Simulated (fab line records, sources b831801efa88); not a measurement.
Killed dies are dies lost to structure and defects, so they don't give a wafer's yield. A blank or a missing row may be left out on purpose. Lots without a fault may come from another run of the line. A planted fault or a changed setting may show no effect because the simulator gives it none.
One fault seen from 2 desks | flow sky130 | each desk has only its own numbers; what lay behind them comes last

THE METROLOGY DESK
What the gauges read, lot by lot, whatever tool the lot ran on: means of the sampled wafers that have a number. A lot is out of limits, marked OUT, if its mean lies more than 4 standard deviations from the usual mean; the brackets give that distance.
Columns: A = VIA1_OVL at SKY_VIA1_OVL_MEAS_13, usual 2 nm; B = METAL2_ALCU_THK at SKY_METAL2_THK_MEAS_06, usual 246 nm
lot  | first seen here | A  | B
L161 | day 34 17:13    | -3 | 246
L165 | day 36 08:44    | -2 | 239
L164 | day 36 09:19    | -1 | 245
L167 | day 36 11:44    | -3 | 245
L169 | day 37 10:43    | -3 | 251
L173 | day 38 11:38    | 2  | 245
L175 | day 39 02:52    | 2  | 250
L176 | day 39 09:02    | 5  | 258
L179 | day 40 06:07    | 6  | 246
This desk's finding: nothing out of limits on any of the 9 lots.

THE TOOL OWNER'S DESK: pvd_sputter-03
The tool's own readings at SKY_METAL2_SPUTTER_04 (material TiN, target thk 70 nm, time 58.3 s): means of the sampled wafers that have a number, for each lot that ran on this tool. A lot is out of limits, marked OUT, if its mean lies more than 4 standard deviations from the usual mean; the brackets give that distance.
Columns: A = cathode_dc_power_W at SKY_METAL2_SPUTTER_04, usual 6500.0 W; B = throttle_valve_pct at SKY_METAL2_SPUTTER_04, usual 29.9 %
lot  | first seen here | A      | B
L165 | day 36 10:10    | 6500.5 | 30.0
L164 | day 36 10:45    | 6499.7 | 29.7
L167 | day 36 13:10    | 6499.6 | 29.5
L173 | day 38 13:17    | 6499.7 | 29.6
L176 | day 39 10:30    | 6499.6 | 30.0
This desk's finding: nothing out of limits on any of the 5 lots.

PUT TOGETHER
The metrology desk saw nothing out of limits.
The tool owner's desk saw nothing out of limits.

WHAT THE SIMULATOR HAD PUT IN
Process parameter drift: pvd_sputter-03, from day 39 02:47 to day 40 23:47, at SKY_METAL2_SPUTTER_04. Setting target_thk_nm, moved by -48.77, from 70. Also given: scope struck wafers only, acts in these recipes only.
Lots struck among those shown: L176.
